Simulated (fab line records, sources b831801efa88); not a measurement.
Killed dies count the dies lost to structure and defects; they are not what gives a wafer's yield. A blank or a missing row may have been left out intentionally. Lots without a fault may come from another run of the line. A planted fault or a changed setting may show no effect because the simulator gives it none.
A struck lot beside a sound one	flow sky130	17 steps out of a route of 708
Sound: the wafers L149.2, L149.4, L149.5. Struck: wafers L164.3, L164.4, L164.6. The cause is given at the end.
At each step with rows: each side's tool, then ch and its chambers, then its first start. Under that, the readings that differ: sound wafers	struck wafers	difference of the means	sigmas: that difference in standard deviations of wafers without a fault.
alike: same words and numbers on both sides, and readings whose means sit less than 2 such deviations apart. not compared: any withheld reading, any reading some wafer has no value for, any bound like >300 that may hide the same value, and any number with overlapping values for which the record gives no deviation.
Wherever a step has rows on one side only, a row that says differs or no value, or a row with sigmas, the two part there. When numbers do not overlap yet have no deviation, they are printed without sigmas and do not part them. A reading missing from all wafers of one side parts the sides only when that side holds two or more wafers.

first, 9 steps without rows for these wafers: SKY_CAPM_CLEAN_17 (cleans in O3/DIW); SKY_METAL3_DEHYDRATE_05 (time 60 s); SKY_METAL3_HMDS_06 (prime time 60 s); SKY_METAL3_COAT_07 (resist thk 60 nm); SKY_METAL3_COAT_08 (resist thk 1140 nm); SKY_METAL3_SOFTBAKE_09 (time 90 s); SKY_METAL3_EXPOSE_10 (exposes mask MM3, target cd 300 nm); SKY_METAL3_PEB_11; SKY_METAL3_DEVELOP_12 (develop time 60 s).
SKY_METAL3_CD_MEAS_13 targets a cd of 300 nm.
  sound on cd sem-01, day 39 03:51; struck on cd sem-01, day 43 23:53
  alike: cd nm
SKY_METAL3_OVL_MEAS_14:
  sound on overlay-02, day 39 03:58; struck on overlay-01, day 43 23:58
  alike: METAL3_OVL
SKY_METAL3_DESCUM_15: chemistry O2, time 8 s.
  sound on rie metal-02 ch 0, day 39 04:00; struck on rie metal-02 ch 0,1, day 44 00:00
  alike: drypump motor current A, oes product au
  not compared: rf hours counter h
SKY_METAL3_ETCH_16: etches BARC in N2/H2, stops on SiO2, time 88.2 s, target depth 60 nm.
  sound on rie metal-02 ch 0, day 39 04:05; struck on rie metal-02 ch 0,1, day 44 00:04
  no value came back on the struck wafers for any of 5 readings (bias w (W), chamber pressure mTorr (mTorr) and others); on the sound wafers bias w (W) reads 99.8 99.9 99.8
reading	sound	struck	difference	sigmas
model.KrF-thick_of_METAL3_COAT_08.thk nm (nm)	1072 1076 1074	1130 1130 1128	+55	
  not compared: rf hours counter h
SKY_METAL3_ETCH_17: etches SiO2 in C4F8/O2/Ar, stops on TiN, time 3.9 s, target depth 15 nm.
  sound on rie diel-02 ch 0,1,2, day 39 04:15; struck on rie diel-01 ch 0,1,3, day 44 00:07
reading	sound	struck	difference	sigmas
oes product au (a.u.)	0.749 0.770 0.761	0.375 0.388 0.366	-0.384	-49
  alike: bias w, chamber pressure mTorr
SKY_METAL3_METAL_ETCH_18: etches the open film in Cl2/BCl3, stops on SiO2, target depth 845 nm, time 183.1 s.
  sound on rie metal-04 ch 0,1, day 39 04:16; struck on rie metal-01 ch 0,1, day 44 00:12
reading	sound	struck	difference	sigmas
oes product au (a.u.)	0.867 0.869 0.866	0.378 0.377 0.372	-0.492	-88
model.KrF-thick_of_METAL3_COAT_08.thk nm (nm)	528 518 512.5	583.4 583.9 580	+62.9	
  alike: bcl3 flow sccm, bias w, drypump motor current A, throttle valve pct
  not compared: rf hours counter h
SKY_METAL3_STRIP_19: strips in O2/N2.
  sound on plasma asher-03 ch 0,1, day 39 04:27; struck on plasma asher-04 ch 0,1, day 44 00:21
reading	sound	struck	difference	sigmas
oes product au (a.u.)	0.490 0.498 0.500	0.534 0.528 0.519	+0.031	+5
strip time to endpoint s (s)	6.53 6.44 6.39	7.10 7.09 7.05	+0.63	+6
  alike: drypump motor current A
  not compared: rf hours counter h
then, 1 step without rows for these wafers: SKY_METAL3_STRIP_20 (strips in post etch residue remover, time 1200 s).

== WHERE THEY PART ==
Earliest at SKY_METAL3_ETCH_16; latest, in this record, at SKY_METAL3_STRIP_19.

WHY: whatever the simulator had introduced
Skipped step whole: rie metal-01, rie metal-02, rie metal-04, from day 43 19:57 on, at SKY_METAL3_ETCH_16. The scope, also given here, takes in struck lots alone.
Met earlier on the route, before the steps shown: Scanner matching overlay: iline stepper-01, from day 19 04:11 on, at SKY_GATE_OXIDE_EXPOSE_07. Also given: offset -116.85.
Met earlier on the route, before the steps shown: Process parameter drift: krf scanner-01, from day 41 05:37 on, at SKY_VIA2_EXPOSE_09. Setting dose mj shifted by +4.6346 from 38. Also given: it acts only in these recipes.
